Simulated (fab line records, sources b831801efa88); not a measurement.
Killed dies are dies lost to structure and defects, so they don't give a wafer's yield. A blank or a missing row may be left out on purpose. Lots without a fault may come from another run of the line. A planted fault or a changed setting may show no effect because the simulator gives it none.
Which tool did it? | flow sky130 | 14 lots, 42 wafers sampled, at 5 steps of a route of 708

WHAT THE GAUGES READ, wafer by wafer
SKY_VT_ADJUST_HVTR_OVL_MEAS_08.
lot  | measured     | on         | VT_ADJUST_HVTR_OVL (nm)
L786 | day 10 03:52 | overlay-01 | -4.4 -2.8 -2.2
L787 | day 11 00:32 | overlay-01 | -0.5 -0.9 -0.3
L788 | day 11 15:52 | overlay-02 | -0.9 1.1 -0.4
L790 | day 12 03:03 | overlay-02 | 1.3 1.8 2.0
L789 | day 12 04:03 | overlay-02 | -1.2 0.0 -2.0
L791 | day 12 12:21 | overlay-02 | -1.7 -1.5 -1.2
L794 | day 12 19:28 | overlay-02 | -1.0 -0.4 -0.7
L798 | day 14 06:00 | overlay-01 | -1.1 -2.1 -0.1
L799 | day 14 12:15 | overlay-02 | -2.6 -1.4 -2.0
L800 | day 14 18:28 | overlay-01 | -0.8 -0.9 -0.6
L802 | day 15 09:31 | overlay-01 | -1.6 -1.9 -2.0
L803 | day 15 13:32 | overlay-01 | -0.8 -1.0 -0.7
L804 | day 15 17:59 | overlay-02 | -2.8 -0.3 -1.5
L805 | day 16 12:04 | overlay-01 | 0.5 -0.3 0.4

SKY_VT_ADJUST_PCH_TW_MEAS_10.
lot  | measured     | on            | VT_ADJUST_PCH_TW
L786 | day 11 03:25 | film_metro-03 | 141.6 141.6 141.3
L787 | day 12 01:40 | film_metro-02 | 141.3 141.4 142.1
L788 | day 12 18:22 | film_metro-04 | 143.3 143.4 143.8
L790 | day 13 05:52 | film_metro-03 | 142.8 143.1 142.9
L789 | day 13 06:59 | film_metro-04 | 143.6 143.9 143.3
L791 | day 13 15:11 | film_metro-04 | 142.7 143.2 143.8
L794 | day 13 21:56 | film_metro-04 | 142.6 143.2 143.0
L798 | day 15 08:17 | film_metro-04 | 142.5 142.5 142.4
L799 | day 15 15:13 | film_metro-02 | 142.2 142.0 142.6
L800 | day 15 21:37 | film_metro-02 | 141.7 142.4 142.1
L802 | day 16 13:40 | film_metro-03 | 143.6 143.0 143.1
L803 | day 16 18:13 | film_metro-02 | 142.7 142.8 142.0
L804 | day 16 23:05 | film_metro-03 | 142.7 142.2 143.9
L805 | day 17 16:48 | film_metro-03 | 141.1 142.0 141.5

SKY_GATE_OXIDE_OVL_MEAS_10.
lot  | measured     | on         | GATE_OXIDE_OVL (nm)
L786 | day 14 16:41 | overlay-02 | 0.4 0.8 0.6
L787 | day 15 16:59 | overlay-02 | 1.7 1.2 -0.5
L788 | day 16 10:44 | overlay-01 | 0.7 0.1 -1.2
L790 | day 16 22:01 | overlay-02 | -0.3 0.0 -1.5
L789 | day 16 23:23 | overlay-01 | -2.0 -0.7 -2.5
L791 | day 17 15:47 | overlay-01 | -0.2 -1.9 -2.1
L794 | day 18 03:23 | overlay-02 | -0.9 -1.8 0.0
L798 | day 19 14:41 | overlay-02 | -0.2 -1.4 -1.0
L799 | day 19 14:32 | overlay-02 | 0.0 1.1 0.7
L800 | day 19 23:50 | overlay-01 | -115.6 -116.0 -117.7
L802 | day 20 15:32 | overlay-01 | -116.6 -116.9 -117.3
L803 | day 20 17:47 | overlay-01 | -117.3 -118.7 -117.7
L804 | day 21 01:04 | overlay-02 | 0.7 0.8 2.9
L805 | day 21 20:03 | overlay-02 | -116.6 -115.6 -115.2

WHICH TOOL RAN EACH LOT (tool, then ch and the chambers of the sampled wafers, then the start)
lot  | SKY_VT_ADJUST_PCH_STRIP_09           | SKY_GATE_OXIDE_EXPOSE_07
L786 | plasma_asher-04 ch 0,1, day 11 03:19 | iline_stepper-01 ch 0, day 14 03:08
L787 | plasma_asher-02 ch 0,1, day 12 01:34 | iline_stepper-02 ch 0, day 15 03:40
L788 | plasma_asher-04 ch 0, day 12 18:16   | iline_stepper-02 ch 0, day 15 21:09
L790 | plasma_asher-02 ch 0,1, day 13 05:46 | iline_stepper-02 ch 0, day 16 08:13
L789 | plasma_asher-04 ch 0,1, day 13 06:52 | iline_stepper-01 ch 0, day 16 09:28
L791 | plasma_asher-01 ch 0,1, day 13 15:05 | iline_stepper-02 ch 0, day 17 02:27
L794 | plasma_asher-01 ch 0,1, day 13 21:49 | iline_stepper-01 ch 0, day 17 12:32
L798 | plasma_asher-02 ch 0,1, day 15 08:12 | iline_stepper-01 ch 0, day 18 23:10
L799 | plasma_asher-02 ch 0,1, day 15 15:07 | iline_stepper-01 ch 0, day 18 22:49
L800 | plasma_asher-01 ch 0,1, day 15 21:31 | iline_stepper-01 ch 0, day 19 09:14
L802 | plasma_asher-01 ch 0,1, day 16 13:34 | iline_stepper-01 ch 0, day 19 23:41
L803 | plasma_asher-02 ch 0,1, day 16 18:07 | iline_stepper-01 ch 0, day 20 02:19
L804 | plasma_asher-01 ch 0,1, day 16 22:58 | iline_stepper-02 ch 0, day 20 09:34
L805 | plasma_asher-01 ch 0,1, day 17 16:42 | iline_stepper-01 ch 0, day 21 04:46
- SKY_VT_ADJUST_PCH_STRIP_09: strips in O2/N2.
- SKY_GATE_OXIDE_EXPOSE_07: exposes mask LVOM, target cd 600 nm.

WHAT THE TOOLS THEMSELVES READ (means of the sampled wafers that have a number; where no wafer has one, the mark that the record gives instead)
SKY_VT_ADJUST_PCH_STRIP_09.
lot  | tool            | drypump_motor_current_A (A) | oes_product_au (a.u.) | strip_time_to_endpoint_s (s)
L786 | plasma_asher-04 | 5.6                         | 0.723                 | 36.91
L787 | plasma_asher-02 | 5.8                         | 0.722                 | 36.83
L788 | plasma_asher-04 | 5.7                         | 0.721                 | 36.77
L790 | plasma_asher-02 | 5.9                         | 0.721                 | 36.92
L789 | plasma_asher-04 | 5.6                         | 0.724                 | 36.88
L791 | plasma_asher-01 | 6.0                         | 0.719                 | 36.82
L794 | plasma_asher-01 | 6.0                         | 0.725                 | 36.76
L798 | plasma_asher-02 | 5.8                         | 0.725                 | 36.92
L799 | plasma_asher-02 | 5.8                         | 0.723                 | 36.93
L800 | plasma_asher-01 | 6.1                         | 0.723                 | 36.92
L802 | plasma_asher-01 | 6.0                         | 0.724                 | 36.76
L803 | plasma_asher-02 | 5.8                         | 0.721                 | 36.74
L804 | plasma_asher-01 | 6.1                         | 0.724                 | 36.92
L805 | plasma_asher-01 | 6.1                         | 0.720                 | 36.92

SKY_GATE_OXIDE_EXPOSE_07.
lot  | tool             | exposure_dose_mJ_cm2 | stage_vel_mm_s (mm/s)
L786 | iline_stepper-01 | 170.16               | 500.07
L787 | iline_stepper-02 | 170.15               | 500.07
L788 | iline_stepper-02 | 169.75               | 499.92
L790 | iline_stepper-02 | 170.18               | 500.19
L789 | iline_stepper-01 | 170.06               | 500.07
L791 | iline_stepper-02 | 170.25               | 499.61
L794 | iline_stepper-01 | 169.94               | 499.82
L798 | iline_stepper-01 | 170.11               | 499.66
L799 | iline_stepper-01 | 170.03               | 500.08
L800 | iline_stepper-01 | 169.92               | 499.89
L802 | iline_stepper-01 | 169.89               | 500.20
L803 | iline_stepper-01 | 169.82               | 499.96
L804 | iline_stepper-02 | 170.06               | 500.03
L805 | iline_stepper-01 | 169.92               | 499.89

THE ANSWER, worked out from the rows above alone
Rule: what is usual is taken from the lots themselves. Put in order of their means at a reading, lots are off if they are a third of the lots or fewer, leave a main group of 4 or more, and stand apart from it by a gap of 3 or more times the standard deviation of the main group's means; of several such gaps the widest counts. A main group whose means are all the same, to the digits that the tables above print for the reading, isn't used. A lot without any number at a reading at which 4 lots or more have one is off too. The other lots that the step has rows for count as sound. The gauges are gone through in route order, then the tools' own readings, and for those a lot's mean is taken as printed above. The first step at which some lot is off is used, and at that step the reading that is off furthest; a lot without a number counts as furthest.
Off: L800, L802, L803, L805, at SKY_GATE_OXIDE_OVL_MEAS_10 (GATE_OXIDE_OVL). The main group: mean -0.2 nm, standard deviation 1.
A tool fits if, at a process step before that reading, it ran every lot that is off, and no sound lot after the first of them. The gauges at SKY_GATE_OXIDE_OVL_MEAS_10 are tried like those tools. One fits: iline_stepper-01 at SKY_GATE_OXIDE_EXPOSE_07. Its last sound lot is L798 (day 18 23:10), its first lot that is off L800 (day 19 09:14): a fault that began between those two fits.

WHAT THE SIMULATOR HAD PUT IN
Scanner matching overlay: iline_stepper-01, from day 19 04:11 on, at SKY_GATE_OXIDE_EXPOSE_07. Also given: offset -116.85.
Lots struck among those shown: L800, L802, L803, L805. The rule above found the same.
